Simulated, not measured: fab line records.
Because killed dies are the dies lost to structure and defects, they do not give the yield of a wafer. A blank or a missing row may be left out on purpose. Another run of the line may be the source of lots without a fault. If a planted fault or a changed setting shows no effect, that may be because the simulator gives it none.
A struck lot beside a sound one / flow sky130 / 14 out of 708 route steps
Sound: wafers L304.1, L304.4, L304.5. Struck: wafers L296.1, L296.5, L296.6. The cause is given at the end.
At each step with rows: each side's tool, then ch and its chambers, then its first start. Under that, the readings that differ: sound wafers / struck wafers / difference of the means / sigmas: that difference in standard deviations of wafers without a fault.
alike: same words and numbers on both sides, and readings whose means sit less than 2 such deviations apart. not compared: any withheld reading, any reading some wafer has no value for, any bound like >300 that may hide the same value, and any number with overlapping values for which the record gives no deviation.
Wherever a step has rows on one side only, a row that says differs or no value, or a row with sigmas, the two part there. Numbers that don't overlap but have no deviation are shown without sigmas and don't part them. A reading that every wafer of one side lacks parts them only if that side has two wafers or more.

first, 2 steps without rows for these wafers: SKY_VIA4_PEB_09; SKY_VIA4_DEVELOP_10 (develop time 60 s).
SKY_VIA4_OVL_MEAS_11:
  sound on overlay-01, day 47 07:46; struck on overlay-01, day 44 22:07
  alike: VIA4_OVL
SKY_VIA4_ETCH_12: etches SiO2 in C4F8/O2/Ar, stops on TiN, target depth 580 nm.
  sound on rie_diel-04 ch 1,3, day 47 07:48; struck on rie_diel-04 ch 0,3, day 44 22:09
  alike: oes_product_au
SKY_VIA4_STRIP_13: strips in O2/N2.
  sound on plasma_asher-04 ch 0, day 47 07:52; struck on plasma_asher-01 ch 0,1, day 44 22:13
  alike: drypump_motor_current_A, o2_flow_sccm, oes_product_au, strip_time_to_endpoint_s
  not compared: rf_hours_counter_h
then, 3 steps without rows for these wafers: SKY_VIA4_STRIP_14 (strips in post etch residue remover, time 1200 s); SKY_VIA4_CLEAN_15 (cleans in IPA, time 180 s); SKY_VIA4_CLEAN_16 (cleans in O3/DIW).
SKY_VIA4_SPUTTER_17: material TiN, target thk 20 nm, time 80 s.
  sound on pvd_sputter-03, day 47 08:32; struck on pvd_sputter-03, day 44 22:49
  alike: throttle_valve_pct
SKY_VIA4_CVD_18: deposits W, target thk 505 nm, time 152.14 s.
  sound on cvd_w-01 ch 1, day 47 08:36; struck on cvd_w-01 ch 0,1, day 44 22:53
  alike: heater_power_w
SKY_VIA4_RS_MEAS_19: a four-point-probe measurement.
  sound on film_metro-01, day 47 08:45; struck on film_metro-03, day 44 23:02
  alike: VIA4_W_RS
SKY_VIA4_THK_MEAS_20: measures by xrf.
  sound on film_metro-01, day 47 08:52; struck on film_metro-03, day 44 23:09
  alike: VIA4_W_THK
SKY_VIA4_CMP_21: polishes, stops on SiO2, t overpolish 25 s, target thk 0 nm.
  sound on cmp-01 ch 0,3, day 47 08:56; struck on cmp-02 ch 2,3, day 44 23:16
  no value came back on the struck wafers for any of 5 readings (edge_zone_pressure_frac, head_pressure_psi (psi) and others); on the sound wafers edge_zone_pressure_frac reads 0.993 0.991 0.997
reading=model.W_of_VIA4_CVD_18.thk_nm (nm); sound=0 0 0; struck=507.4 504.3 510.4; difference=+507.4; sigmas=
reading=model.SiO2_of_VIA4_HDPCVD_00.thk_nm (nm); sound=574.9 576.1 573.8; struck=579.4 578.3 578.9; difference=+3.9; sigmas=
-- the record jumps here: 3 days lie between the struck wafers' starts before and after (it left off in module VIA4 and takes up again in module PAD_OPEN, whose first step shown is number 708 of the route) --
SKY_PAD_OPEN_PROBE_99:
  sound on prober-01, day 49 18:54; struck on prober-01, day 47 23:22
reading=hold; sound=- - -; struck=await_dispo/1.7h/scrap await_dispo/1.7h/scrap await_dispo/1.7h/scrap; difference=no value on the sound wafers; sigmas=
reading=defect_limited_yield (%); sound=81.7 86.8 82.3; struck=0 0 0; difference=-84; sigmas=-42
reading=killed_at_M4_up; sound=5 2 1; struck=404 397 399; difference=+397; sigmas=+99 or more
reading=killed_dies; sound=90 65 87; struck=492 492 492; difference=+411; sigmas=+43
reading=killed_on_rim; sound=16 11 16; struck=96 96 96; difference=+82; sigmas=+19
reading=sort_bin_3_pad_short (%); sound=1.2 0.6 0.8; struck=81.9 81.3 82.3; difference=+81.0; sigmas=+99 or more
reading=sort_n_pass; sound=402 427 405; struck=0 0 0; difference=-411; sigmas=-43
reading=sort_yield_pct (%); sound=81.7 86.8 82.3; struck=0 0 0; difference=-84; sigmas=-42
  alike: killed_at_M0_to_M3, killed_at_contacts, killed_at_front_end, killed_at_other, killed_open, killed_short, sort_bin_5_function, sort_bin_6_memory

== WHERE THEY PART ==
First at SKY_VIA4_CMP_21; last, within this record, at SKY_PAD_OPEN_PROBE_99.

WHY: what the simulator had put in
Step skipped in full: cmp-02, at SKY_VIA4_CMP_21, from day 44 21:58 onward. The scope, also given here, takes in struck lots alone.
